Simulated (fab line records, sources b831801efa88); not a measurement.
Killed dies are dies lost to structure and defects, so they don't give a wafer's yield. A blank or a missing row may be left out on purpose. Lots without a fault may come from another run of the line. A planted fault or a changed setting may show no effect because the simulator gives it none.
Which tool did it? | flow sky130 | 13 lots, 39 wafers sampled, at 5 steps of a route of 708

WHAT THE GAUGES READ, wafer by wafer
SKY_GATE_OXIDE_OVL_MEAS_10. Usual: GATE_OXIDE_OVL 0.5 nm, standard deviation 1.2.
lot  | measured     | on         | GATE_OXIDE_OVL (nm) | flag
L312 | day 13 14:28 | overlay-02 | 0.2 -1.2 0.2        |
L313 | day 14 01:11 | overlay-02 | -2.4 -1.6 0.0       |
L317 | day 15 04:28 | overlay-02 | 0.3 -1.8 1.0        |
L321 | day 17 20:02 | overlay-02 | 2.9 3.5 1.9         |
L322 | day 18 06:28 | overlay-02 | 1.2 1.8 1.4         |
L326 | day 19 02:31 | overlay-01 | -0.2 -1.2 -0.7      |
L328 | day 20 00:24 | overlay-02 | 0.0 0.4 -1.7        |
L329 | day 20 08:33 | overlay-01 | -0.3 0.0 1.4        |
L331 | day 20 14:37 | overlay-01 | 0.4 1.0 -1.0        |
L333 | day 21 05:39 | overlay-01 | 0.2 0.4 -1.8        |
L332 | day 21 06:16 | overlay-01 | 1.3 1.8 1.8         |
L334 | day 21 14:33 | overlay-02 | 1.5 1.0 1.5         |
L335 | day 21 18:51 | overlay-01 | 0.1 1.1 0.8         |

SKY_GATE_OXIDE_TW_MEAS_14. Usual: GATE_OXIDE_TW 223.7, standard deviation 1.7.
lot  | measured     | on            | GATE_OXIDE_TW     | flag
L312 | day 13 14:53 | film_metro-02 | 222.1 220.2 221.8 |
L313 | day 14 01:35 | film_metro-04 | 223.6 223.6 223.7 |
L317 | day 15 04:51 | film_metro-01 | 225.5 226.2 225.1 |
L321 | day 17 20:26 | film_metro-01 | 190.4 191.4 191.2 | OFF
L322 | day 18 06:52 | film_metro-01 | 189.7 191.9 191.5 | OFF
L326 | day 19 02:55 | film_metro-04 | 224.2 223.8 221.5 |
L328 | day 20 00:48 | film_metro-02 | 222.3 220.3 221.7 |
L329 | day 20 08:57 | film_metro-04 | 225.7 224.3 224.9 |
L331 | day 20 15:01 | film_metro-02 | 221.9 221.5 221.9 |
L333 | day 21 06:02 | film_metro-01 | 225.5 225.2 223.6 |
L332 | day 21 06:46 | film_metro-02 | 223.6 221.7 222.8 |
L334 | day 21 14:56 | film_metro-04 | 223.3 224.3 223.9 |
L335 | day 21 19:20 | film_metro-01 | 225.1 225.7 225.2 |

SKY_POLY_GATE_THK_MEAS_01. Usual: POLY_GATE_CVD_00_THK 179.0 nm, standard deviation 2.
lot  | measured     | on            | POLY_GATE_CVD_00_THK (nm) | flag
L312 | day 13 21:14 | film_metro-01 | 177.1 175.4 176.2         |
L313 | day 14 04:57 | film_metro-01 | 179.7 180.0 178.5         |
L317 | day 15 09:45 | film_metro-03 | 176.2 175.3 175.7         |
L321 | day 18 00:08 | film_metro-01 | 177.2 177.3 179.6         |
L322 | day 18 10:44 | film_metro-04 | 178.2 177.5 178.7         |
L326 | day 19 06:31 | film_metro-04 | 179.4 178.4 178.8         |
L328 | day 20 03:45 | film_metro-03 | 180.1 179.1 180.5         |
L329 | day 20 12:24 | film_metro-03 | 180.3 181.2 181.1         |
L331 | day 20 17:52 | film_metro-01 | 181.1 181.8 181.6         |
L333 | day 21 09:16 | film_metro-03 | 177.1 176.9 175.8         |
L332 | day 21 10:29 | film_metro-04 | 181.1 180.8 180.6         |
L334 | day 21 17:47 | film_metro-03 | 179.5 179.1 179.2         |
L335 | day 21 22:11 | film_metro-01 | 180.6 182.2 180.2         |

SKY_POLY_GATE_CD_MEAS_13: target cd 150 nm. Usual: cd_nm 150.1 nm, standard deviation 1.5.
lot  | measured     | on        | cd_nm (nm)        | flag
L312 | day 16 04:05 | cd_sem-01 | 149.6 147.4 148.3 |
L313 | day 16 15:16 | cd_sem-02 | 150.1 150.8 152.0 |
L317 | day 17 21:01 | cd_sem-01 | 150.1 149.9 150.4 |
L321 | day 20 15:51 | cd_sem-01 | 148.3 150.3 149.8 |
L322 | day 21 01:04 | cd_sem-01 | 150.2 151.7 150.8 |
L326 | day 21 21:09 | cd_sem-01 | 151.1 151.4 150.2 |
L328 | day 22 18:11 | cd_sem-02 | 148.5 147.8 147.8 |
L329 | day 23 04:56 | cd_sem-02 | 148.3 148.5 147.0 |
L331 | day 23 07:52 | cd_sem-01 | 151.0 149.9 150.3 |
L333 | day 23 23:28 | cd_sem-02 | 152.5 153.6 152.8 |
L332 | day 24 01:04 | cd_sem-01 | 150.7 152.3 151.3 |
L334 | day 24 09:28 | cd_sem-01 | 148.4 147.6 149.0 |
L335 | day 24 14:46 | cd_sem-02 | 149.2 150.5 151.8 |

WHICH TOOL RAN EACH LOT (tool, then ch and the chambers of the sampled wafers, then the start)
lot  | SKY_GATE_OXIDE_IMPLANT_11
L312 | implanter-03 ch 0, day 13 14:32
L313 | implanter-01 ch 0, day 14 01:15
L317 | implanter-02 ch 0, day 15 04:30
L321 | implanter-01 ch 0, day 17 20:07
L322 | implanter-01 ch 0, day 18 06:32
L326 | implanter-02 ch 0, day 19 02:35
L328 | implanter-02 ch 0, day 20 00:26
L329 | implanter-02 ch 0, day 20 08:37
L331 | implanter-01 ch 0, day 20 14:41
L333 | implanter-01 ch 0, day 21 05:41
L332 | implanter-01 ch 0, day 21 06:20
L334 | implanter-01 ch 0, day 21 14:35
L335 | implanter-02 ch 0, day 21 18:53
- SKY_GATE_OXIDE_IMPLANT_11

WHAT THE TOOLS THEMSELVES READ (means of the sampled wafers that have a number; where no wafer has one, the mark that the record gives instead)
SKY_GATE_OXIDE_IMPLANT_11. Usual: dose_ions_cm2 2.6004e+12, standard deviation 2.9e+09; faraday_current_uA 14.7, standard deviation 0.3.
lot  | tool         | dose_ions_cm2 | faraday_current_uA | flag
L312 | implanter-03 | 2.6032e+12    | 14.6               |
L313 | implanter-01 | 2.5990e+12    | 14.8               |
L317 | implanter-02 | 2.6002e+12    | 14.6               |
L321 | implanter-01 | 1.4568e+12    | 8.1                | OFF
L322 | implanter-01 | 1.4552e+12    | 8.3                | OFF
L326 | implanter-02 | 2.6030e+12    | 14.5               |
L328 | implanter-02 | 2.5999e+12    | 14.6               |
L329 | implanter-02 | 2.6021e+12    | 14.6               |
L331 | implanter-01 | 2.6027e+12    | 14.7               |
L333 | implanter-01 | 2.5981e+12    | 14.4               |
L332 | implanter-01 | 2.6031e+12    | 14.6               |
L334 | implanter-01 | 2.6040e+12    | 14.5               |
L335 | implanter-02 | 2.5970e+12    | 14.8               |

THE ANSWER, worked out from the rows above alone
Rule: a lot is off if the mean of its wafers that have a number lies more than 3 standard deviations from the usual mean. A lot without any number at a reading at which 4 lots or more have one is off too. The other lots that the step has rows for count as sound. The gauges are gone through in route order, then the tools' own readings, and for those a lot's mean is taken as printed above. The first step at which some lot is off is used, and at that step the reading that is off furthest; a lot without a number counts as furthest.
Off: L321, L322, at SKY_GATE_OXIDE_TW_MEAS_14 (GATE_OXIDE_TW).
A tool fits if, at a process step before that reading, it ran every lot that is off, and no sound lot after the first of them. The gauges at SKY_GATE_OXIDE_TW_MEAS_14 aren't tried: what is off there is off at SKY_GATE_OXIDE_IMPLANT_11 too, on other tools, and a gauge's error can't cause that. None of those tried fits.

WHAT THE SIMULATOR HAD PUT IN
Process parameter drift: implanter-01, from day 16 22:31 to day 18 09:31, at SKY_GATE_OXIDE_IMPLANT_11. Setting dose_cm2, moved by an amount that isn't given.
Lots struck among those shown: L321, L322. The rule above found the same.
